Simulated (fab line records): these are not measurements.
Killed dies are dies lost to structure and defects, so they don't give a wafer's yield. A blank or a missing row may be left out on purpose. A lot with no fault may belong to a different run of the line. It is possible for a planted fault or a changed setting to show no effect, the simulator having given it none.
Tool commonality check    flow sky130    Sample size 13 lots and 39 wafers

== WHY THIS WAS OPENED ==
At SKY_VT_ADJUST_PCH_TW_MEAS_10 the reading VT_ADJUST_PCH_TW is flagged on 2 of 13 lots. Fault-free wafers read 142.8, with a standard deviation of 0.65.
Rule: a lot gets a flag if all its wafers with a number sit over 4 standard deviations from that mean, or if no wafer of it has a number. As for the other lots, they are considered sound.

lot   measured      on             VT_ADJUST_PCH_TW, wafer by wafer  flag
L231  day 10 10:48  film_metro-02  142.3 142.5 142.6                 
L234  day 11 06:29  film_metro-01  142.7 142.9 142.7                 
L235  day 11 18:33  film_metro-02  141.2 142.4 142.4                 
L236  day 12 01:02  film_metro-03  142.4 141.3 142.1                 
L237  day 12 11:46  film_metro-03  142.4 142.7 142.9                 
L239  day 13 01:16  film_metro-02  171.9 171.9 172.9                 FLAGGED
L247  day 15 13:42  film_metro-01  172.0 172.1 172.1                 FLAGGED
L248  day 16 20:45  film_metro-01  142.7 142.5 142.4                 
L250  day 17 05:37  film_metro-01  142.5 142.3 142.4                 
L249  day 17 05:47  film_metro-03  143.3 142.6 143.8                 
L251  day 17 10:22  film_metro-01  142.1 142.7 142.4                 
L253  day 17 19:22  film_metro-03  143.9 143.7 143.8                 
L254  day 18 05:42  film_metro-03  143.6 144.0 143.0                 
The mean of the flagged lots' numbers is 172.2, +29.3 from the usual (+45 standard deviations).

== WHICH TOOL RAN EACH LOT ==
2 process steps preceding the reading are held in the record, out of 708 steps in the route. Every cell lists first the tool, next ch and the chambers used by the sampled wafers, and last the start.
lot   flag     SKY_VT_ADJUST_LVTN_STRIP_20           SKY_VT_ADJUST_PCH_IMPLANT_08
L231           plasma_asher-04 ch 0,1, day 7 17:46   implanter-04 ch 0, day 10 10:33
L234           plasma_asher-03 ch 0,1, day 8 11:40   implanter-04 ch 0, day 11 06:15
L235           plasma_asher-03 ch 0,1, day 8 22:14   implanter-02 ch 0, day 11 18:18
L236           plasma_asher-01 ch 0,1, day 9 05:19   implanter-01 ch 0, day 12 00:49
L237           plasma_asher-03 ch 0,1, day 9 12:52   implanter-02 ch 0, day 12 11:33
L239  FLAGGED  plasma_asher-03 ch 0,1, day 10 00:32  implanter-04 ch 0, day 13 00:44
L247  FLAGGED  plasma_asher-04 ch 0,1, day 12 07:30  implanter-04 ch 0, day 15 13:09
L248           plasma_asher-01 ch 0,1, day 13 09:59  implanter-01 ch 0, day 16 20:30
L250           plasma_asher-01 ch 0,1, day 13 17:34  implanter-02 ch 0, day 17 05:22
L249           plasma_asher-03 ch 0,1, day 13 18:13  implanter-02 ch 0, day 17 05:33
L251           plasma_asher-01 ch 0,1, day 13 23:20  implanter-04 ch 0, day 17 10:08
L253           plasma_asher-01 ch 0,1, day 14 05:19  implanter-04 ch 0, day 17 19:08
L254           plasma_asher-04 ch 0,1, day 14 15:04  implanter-04 ch 0, day 18 05:30
These steps, and what they do:
- SKY_VT_ADJUST_LVTN_STRIP_20: strips in O2/N2.
- SKY_VT_ADJUST_PCH_IMPLANT_08
- SKY_VT_ADJUST_PCH_TW_MEAS_10

== FLAGGED AGAINST TOTAL, ONE TOOL AT A TIME (gauges that did the reading follow at the end) ==
step                          tool             lots run  flagged  share of the flagged lots  sound lots run after its first flagged lot
SKY_VT_ADJUST_LVTN_STRIP_20   plasma_asher-01  5         0        none                       -
SKY_VT_ADJUST_LVTN_STRIP_20   plasma_asher-03  5         1        some                       1 (L249)
SKY_VT_ADJUST_LVTN_STRIP_20   plasma_asher-04  3         1        some                       1 (L254)
SKY_VT_ADJUST_PCH_IMPLANT_08  implanter-01     2         0        none                       -
SKY_VT_ADJUST_PCH_IMPLANT_08  implanter-02     4         0        none                       -
SKY_VT_ADJUST_PCH_IMPLANT_08  implanter-04     7         2        all                        3 (L251,L253,L254)
SKY_VT_ADJUST_PCH_TW_MEAS_10  film_metro-01    5         1        some                       3 (L248,L250,L251)
SKY_VT_ADJUST_PCH_TW_MEAS_10  film_metro-02    3         1        some                       0
SKY_VT_ADJUST_PCH_TW_MEAS_10  film_metro-03    5         0        none                       -

== WHAT IS ALLOWED BY THE TABLE ==
1 row of the table ran every flagged lot: implanter-04 at SKY_VT_ADJUST_PCH_IMPLANT_08.
- implanter-04 at SKY_VT_ADJUST_PCH_IMPLANT_08 ran 7 lots, 2 of them flagged. Lots that were sound ran on it after the first flagged one (L251, L253, L254); a persistent fault on the entire tool would not allow that.
There is no row in the table that ran each flagged lot and no sound lot after the first.

== WHAT HAD BEEN PUT IN BY THE SIMULATOR ==
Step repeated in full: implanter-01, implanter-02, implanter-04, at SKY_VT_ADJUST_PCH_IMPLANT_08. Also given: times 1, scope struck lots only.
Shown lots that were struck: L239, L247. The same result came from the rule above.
